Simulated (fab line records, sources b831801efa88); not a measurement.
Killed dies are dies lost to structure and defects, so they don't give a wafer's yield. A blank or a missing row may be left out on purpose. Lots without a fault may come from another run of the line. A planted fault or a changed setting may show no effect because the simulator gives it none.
A struck lot beside a sound one | flow sky130 | 21 steps out of a route of 708
Sound: wafers L583.1, L583.5, L583.6. Struck: wafers L580.1, L580.2, L580.4. The cause comes at the end.
At each step with rows: each side's tool, then ch and its chambers, then its first start. Under that, the readings that differ: sound wafers | struck wafers | difference of the means | sigmas: that difference in standard deviations of wafers without a fault.
alike: readings whose means differ by less than 2 such deviations, and words and numbers that are the same on both sides. not compared: withheld readings, readings that some wafer has no value for, bounds like >300 that may hide the same value, and numbers for which the record gives no deviation and whose values overlap.
The two part at a step that has a row with sigmas, a row that says differs or no value, or rows on one side only. Numbers that don't overlap but have no deviation are shown without sigmas and don't part them. A reading that every wafer of one side lacks parts them only if that side has two wafers or more.

first, 1 step without rows for these wafers: SKY_RES_XHIGH_IMPLANT_07.
SKY_RES_XHIGH_STRIP_08: strips in O2/N2.
  sound on plasma_asher-02 ch 0,1, day 29 23:22; struck on plasma_asher-03 ch 0,1, day 29 12:47
  alike: drypump_motor_current_A, oes_product_au, strip_time_to_endpoint_s
  not compared: rf_hours_counter_h
SKY_RES_XHIGH_TW_MEAS_09:
  sound on film_metro-02, day 29 23:28; struck on film_metro-04, day 29 12:53
  alike: RES_XHIGH_TW
then, 7 steps without rows for these wafers: SKY_SD_N_DEHYDRATE_00 (time 60 s); SKY_SD_N_HMDS_01 (prime time 60 s); SKY_SD_N_COAT_02 (resist thk 1140 nm); SKY_SD_N_SOFTBAKE_03 (time 60 s); SKY_SD_N_EXPOSE_04 (exposes mask NSDM, target cd 380 nm); SKY_SD_N_PEB_05; SKY_SD_N_DEVELOP_06 (develop time 60 s).
SKY_SD_N_CD_MEAS_07: target cd 380 nm.
  sound on cd_sem-01, day 31 03:17; struck on cd_sem-02, day 30 15:41
  alike: cd_nm
SKY_SD_N_OVL_MEAS_08:
  sound on overlay-01, day 31 03:25; struck on overlay-02, day 30 15:49
  alike: SD_N_OVL
SKY_SD_N_IMPLANT_09:
  sound on implanter-02 ch 0, day 31 03:26; struck on implanter-01 ch 0, day 30 15:50
  reading                   | sound                | struck               | difference | sigmas
  beam_energy_keV           | 49.977 50.001 49.992 | 45.558 45.581 45.573 | -4.419     | -99 or more
  model.implant.rp_nm (nm)  | 32.85 32.85 32.85    | 29.07 29.07 29.07    | -3.78      |
  model.implant.drp_nm (nm) | 14.11 14.11 14.11    | 13.17 13.17 13.17    | -0.94      |
then, 1 step without rows for these wafers: SKY_SD_N_IMPLANT_10.
SKY_SD_N_STRIP_11: strips in O2/N2.
  sound on plasma_asher-01 ch 0,1, day 31 03:44; struck on plasma_asher-01 ch 0,1, day 30 16:08
  reading                      | sound             | struck            | difference | sigmas
  strip_time_to_endpoint_s (s) | 22.52 22.50 22.50 | 21.91 21.91 21.84 | -0.62      | -16
  alike: drypump_motor_current_A, oes_product_au
  not compared: rf_hours_counter_h
SKY_SD_N_TW_MEAS_12:
  sound on film_metro-03, day 31 03:50; struck on film_metro-04, day 30 16:14
  reading | sound          | struck         | difference | sigmas
  SD_N_TW | 4093 4068 4082 | 3919 3938 3927 | -153       | -5
then, 1 step without rows for these wafers: SKY_SD_N_CLEAN_13 (cleans in SC1/SC2, time 150 s).
SKY_SD_N_RTA_14: time 2 s.
  sound on rtp_anneal-01 ch 0, day 31 03:57; struck on rtp_anneal-02 ch 0, day 30 16:21
  alike: lamp_power_pct, wafer_temp_C_max
SKY_SD_N_RS_MEAS_16: measures by four-point-probe.
  sound on film_metro-02, day 31 04:07; struck on film_metro-04, day 30 16:31
  reading          | sound             | struck            | difference | sigmas
  SD_N_RS (ohm/sq) | 68.63 68.57 68.73 | 71.68 71.71 71.74 | +3.07      | +28
SKY_SD_N_RS_MEAS_17: measures by four-point-probe.
  sound on film_metro-02, day 31 04:14; struck on film_metro-04, day 30 16:38
  alike: SD_P_RS
-- the record jumps here: 17 days lie between the struck wafers' starts before and after (it left off in module SD_N and takes up again in module PAD_OPEN, whose first step shown is number 708 of the route) --
SKY_PAD_OPEN_PROBE_99:
  sound on prober-02, day 48 04:49; struck on prober-01, day 47 23:11
  reading                            | sound             | struck            | difference | sigmas
  model.etest.res_ndiff.line_ohm_um  | 773 764.9 767.7   | 806 805.3 816.4   | +41        |
  model.etest.res_ndiff.rs_ohm_sq    | 119.7 119.6 119.3 | 127.2 127.1 127.2 | +7.6       |
  model.etest.res_ndiff_hv.rs_ohm_sq | 113.3 112.9 112.5 | 120.6 120 119.9   | +7.3       |
  alike: killed_at_M0_to_M3, killed_at_M4_up, killed_at_contacts, killed_at_front_end, killed_at_other, killed_dies, killed_on_rim, killed_open, killed_short

WHERE THEY PART
First at SKY_SD_N_IMPLANT_09; last, within this record, at SKY_SD_N_RS_MEAS_16. Later steps at which nothing parts them and some readings are alike: SKY_SD_N_RS_MEAS_17, SKY_PAD_OPEN_PROBE_99.

WHY: what the simulator had put in
Process parameter drift: implanter-01, from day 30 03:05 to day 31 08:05, at SKY_SD_N_IMPLANT_09. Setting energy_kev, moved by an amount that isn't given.
